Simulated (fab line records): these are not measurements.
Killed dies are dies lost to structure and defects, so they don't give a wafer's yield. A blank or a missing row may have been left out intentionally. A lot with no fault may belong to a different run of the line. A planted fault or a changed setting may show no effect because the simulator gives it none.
Which tool did it? + flow sky130 + Sampling: 11 lots, 33 wafers, 5 of 708 route steps

## WHAT THE GAUGES READ, wafer by wafer
SKY_LDD_P_OVL_MEAS_08. Usual: LDD_P_OVL gives -0.8 nm (standard deviation 1.3).
| lot  | measured     | on         | LDD_P_OVL (nm) | flag |
|------|--------------|------------|----------------|------|
| L696 | day 19 03:46 | overlay-02 | -1.5 -2.5 -2.2 |      |
| L700 | day 20 16:25 | overlay-02 | -1.2 -3.1 -2.2 |      |
| L701 | day 20 13:01 | overlay-02 | -0.1 -1.4 0.2  |      |
| L703 | day 21 09:28 | overlay-01 | -1.3 -1.9 -2.0 |      |
| L707 | day 23 03:43 | overlay-01 | -1.1 -0.5 -0.1 |      |
| L709 | day 23 20:03 | overlay-02 | 0.7 -1.4 -0.2  |      |
| L710 | day 24 07:22 | overlay-01 | -0.1 0.0 -0.9  |      |
| L711 | day 24 13:00 | overlay-01 | -0.1 0.6 -1.2  |      |
| L713 | day 25 07:16 | overlay-02 | -2.6 -3.3 -3.0 |      |
| L714 | day 25 15:19 | overlay-01 | -0.7 -0.2 0.4  |      |
| L716 | day 26 09:03 | overlay-02 | -1.3 -2.1 -1.1 |      |

SKY_LDD_HVN_TW_MEAS_10. Usual: LDD_HVN_TW gives 1445 (standard deviation 9.6).
| lot  | measured     | on            | LDD_HVN_TW     | flag |
|------|--------------|---------------|----------------|------|
| L696 | day 20 10:38 | film metro-02 | 1440 1441 1448 |      |
| L700 | day 21 23:38 | film metro-02 | 1435 1435 1440 |      |
| L701 | day 21 19:13 | film metro-02 | 1441 1439 1443 |      |
| L703 | day 22 16:08 | film metro-01 | 1442 1446 1447 |      |
| L707 | day 24 10:05 | film metro-02 | 1492 1489 1489 | OFF  |
| L709 | day 25 02:19 | film metro-02 | 1488 1482 1489 | OFF  |
| L710 | day 25 13:58 | film metro-01 | 1451 1449 1461 |      |
| L711 | day 25 19:11 | film metro-02 | 1432 1444 1438 |      |
| L713 | day 26 13:32 | film metro-03 | 1428 1432 1434 |      |
| L714 | day 26 20:52 | film metro-02 | 1439 1447 1451 |      |
| L716 | day 27 14:04 | film metro-01 | 1452 1454 1449 |      |

## TOOL THAT RAN EACH LOT (tool first, then ch and the chambers of the sampled wafers, then the start)
| lot  | SKY_GATE_OXIDE_STRIP_13              | SKY_LDD_P_STRIP_10                   | SKY_LDD_HVN_IMPLANT_08          |
|------|--------------------------------------|--------------------------------------|---------------------------------|
| L696 | plasma asher-02 ch 0,1, day 13 22:38 | plasma asher-01 ch 0, day 19 03:56   | implanter-03 ch 0, day 20 10:25 |
| L700 | plasma asher-01 ch 0,1, day 15 05:09 | plasma asher-03 ch 0,1, day 20 16:37 | implanter-01 ch 0, day 21 23:25 |
| L701 | plasma asher-03 ch 0,1, day 15 07:11 | plasma asher-03 ch 0,1, day 20 13:12 | implanter-01 ch 0, day 21 18:59 |
| L703 | plasma asher-03 ch 0,1, day 16 01:40 | plasma asher-03 ch 0,1, day 21 09:38 | implanter-03 ch 0, day 22 15:55 |
| L707 | plasma asher-01 ch 0,1, day 17 12:55 | plasma asher-01 ch 0,1, day 23 03:54 | implanter-01 ch 0, day 24 09:52 |
| L709 | plasma asher-01 ch 0, day 18 10:28   | plasma asher-03 ch 0,1, day 23 20:14 | implanter-01 ch 0, day 25 02:04 |
| L710 | plasma asher-03 ch 0, day 18 20:13   | plasma asher-01 ch 0,1, day 24 07:33 | implanter-04 ch 0, day 25 13:44 |
| L711 | plasma asher-03 ch 0,1, day 19 02:04 | plasma asher-02 ch 0,1, day 24 13:11 | implanter-04 ch 0, day 25 18:58 |
| L713 | plasma asher-03 ch 0,1, day 19 20:37 | plasma asher-02 ch 0,1, day 25 07:27 | implanter-04 ch 0, day 26 13:18 |
| L714 | plasma asher-01 ch 1, day 20 05:14   | plasma asher-03 ch 0,1, day 25 15:29 | implanter-03 ch 0, day 26 20:38 |
| L716 | plasma asher-03 ch 0,1, day 21 02:11 | plasma asher-02 ch 0,1, day 26 09:14 | implanter-03 ch 0, day 27 13:49 |
- SKY_GATE_OXIDE_STRIP_13: strips in O2/N2.
- SKY_LDD_P_STRIP_10: strips in O2/N2.
- SKY_LDD_HVN_IMPLANT_08

## AS READ BY THE TOOLS THEMSELVES (means over the sampled wafers that have a number; for cases with no such wafer, the mark the record gives instead)
SKY_GATE_OXIDE_STRIP_13. Usual: chamber pressure mTorr 1499.9 mTorr, standard deviation 1.4; drypump motor current A 5.7 A, standard deviation 0.52; oes product au 0.716 a.u., standard deviation 0.0049; strip time to endpoint s 14.18 s, standard deviation 0.044.
| lot  | tool            | chamber pressure mTorr (mTorr) | drypump motor current A (A) | oes product au (a.u.) | strip time to endpoint s (s) | flag |
|------|-----------------|--------------------------------|-----------------------------|-----------------------|------------------------------|------|
| L696 | plasma asher-02 | 1500.4                         | 5.6                         | 0.724                 | 14.18                        |      |
| L700 | plasma asher-01 | 1499.8                         | 5.4                         | 0.714                 | 14.13                        |      |
| L701 | plasma asher-03 | 1499.6                         | 5.9                         | 0.715                 | 14.18                        |      |
| L703 | plasma asher-03 | 1499.6                         | 5.9                         | 0.716                 | 14.19                        |      |
| L707 | plasma asher-01 | 1499.4                         | 5.5                         | 0.715                 | 14.19                        |      |
| L709 | plasma asher-01 | 1499.8                         | 5.3                         | 0.721                 | 14.15                        |      |
| L710 | plasma asher-03 | 1499.7                         | 6.6                         | 0.712                 | 14.21                        |      |
| L711 | plasma asher-03 | 1500.1                         | 5.9                         | 0.721                 | 14.18                        |      |
| L713 | plasma asher-03 | 1500.0                         | 5.9                         | 0.713                 | 14.14                        |      |
| L714 | plasma asher-01 | 1500.0                         | 5.6                         | 0.711                 | 14.22                        |      |
| L716 | plasma asher-03 | 1499.4                         | 6.3                         | 0.718                 | 14.18                        |      |

SKY_LDD_P_STRIP_10. Usual: chamber pressure mTorr 1500.1 mTorr, standard deviation 1.5; drypump motor current A 5.8 A, standard deviation 0.51; oes product au 0.716 a.u., standard deviation 0.0042; strip time to endpoint s 14.19 s, standard deviation 0.043.
| lot  | tool            | chamber pressure mTorr (mTorr) | drypump motor current A (A) | oes product au (a.u.) | strip time to endpoint s (s) | flag |
|------|-----------------|--------------------------------|-----------------------------|-----------------------|------------------------------|------|
| L696 | plasma asher-01 | 1498.9                         | 5.3                         | 0.716                 | 14.20                        |      |
| L700 | plasma asher-03 | 1500.1                         | 6.2                         | 0.723                 | 14.20                        |      |
| L701 | plasma asher-03 | 1500.3                         | 6.3                         | 0.711                 | 14.24                        |      |
| L703 | plasma asher-03 | 1498.5                         | 6.3                         | 0.721                 | 14.25                        |      |
| L707 | plasma asher-01 | 1500.9                         | 5.4                         | 0.715                 | 14.18                        |      |
| L709 | plasma asher-03 | 1500.8                         | 5.9                         | 0.717                 | 14.17                        |      |
| L710 | plasma asher-01 | 1499.5                         | 5.5                         | 0.712                 | 14.16                        |      |
| L711 | plasma asher-02 | 1500.9                         | 5.6                         | 0.715                 | 14.20                        |      |
| L713 | plasma asher-02 | 1499.4                         | 5.6                         | 0.714                 | 14.14                        |      |
| L714 | plasma asher-03 | 1499.5                         | 5.9                         | 0.717                 | 14.18                        |      |
| L716 | plasma asher-02 | 1499.9                         | 5.4                         | 0.715                 | 14.17                        |      |

SKY_LDD_HVN_IMPLANT_08. Usual: beam energy keV 59.998, standard deviation 0.02; beam on s 9.97 s, standard deviation 0.2.
| lot  | tool         | beam energy keV | beam on s (s) | flag |
|------|--------------|-----------------|---------------|------|
| L696 | implanter-03 | 60.014          | 9.93          |      |
| L700 | implanter-01 | 59.999          | 9.86          |      |
| L701 | implanter-01 | 60.014          | 9.77          |      |
| L703 | implanter-03 | 59.988          | 10.26         |      |
| L707 | implanter-01 | 67.756          | 9.88          | OFF  |
| L709 | implanter-01 | 67.746          | 10.09         | OFF  |
| L710 | implanter-04 | 60.017          | 9.82          |      |
| L711 | implanter-04 | 60.006          | 10.08         |      |
| L713 | implanter-04 | 59.996          | 10.00         |      |
| L714 | implanter-03 | 59.984          | 10.01         |      |
| L716 | implanter-03 | 60.009          | 9.91          |      |

## THE ANSWER, worked out from the rows above alone
Rule: a lot counts as off when the mean over its wafers that have a number is more than 3 standard deviations away from the usual mean. Also off: a lot with no number at a reading for which 4 or more lots have one. The other lots that the step has rows for count as sound. Order of review: gauges by route order, followed by the tools' own readings, for which a lot's mean as printed above is used. At the first step where some lot is off, the reading lying furthest off is the one used; lots without a number count as furthest.
Off: at SKY_LDD_HVN_TW_MEAS_10 (LDD_HVN_TW), L707, L709.
A tool fits if, at a process step before that reading, it ran every lot that is off, and no sound lot after the first of them. The gauges at SKY_LDD_HVN_TW_MEAS_10 aren't tried: what is off there is off at SKY_LDD_HVN_IMPLANT_08 too, on other tools, and a gauge's error can't cause that. One candidate fits, namely implanter-01 at SKY_LDD_HVN_IMPLANT_08. Its last sound lot is L700 (day 21 23:25), its first lot that is off L707 (day 24 09:52): a fault that began between those two fits.
On the lots that are off, the tool's own readings at SKY_LDD_HVN_IMPLANT_08 differ by more than 5 times the standard deviation of the sound lots' means, which bears it out; beam energy keV reads 67.751 there versus 60.003 on the sound lots.

## WHAT THE SIMULATOR HAD INSERTED
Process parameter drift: implanter-01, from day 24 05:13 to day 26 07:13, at SKY_LDD_HVN_IMPLANT_08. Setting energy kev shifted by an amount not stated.
Lots struck among those shown: L707, L709. This agrees with what the rule above found.
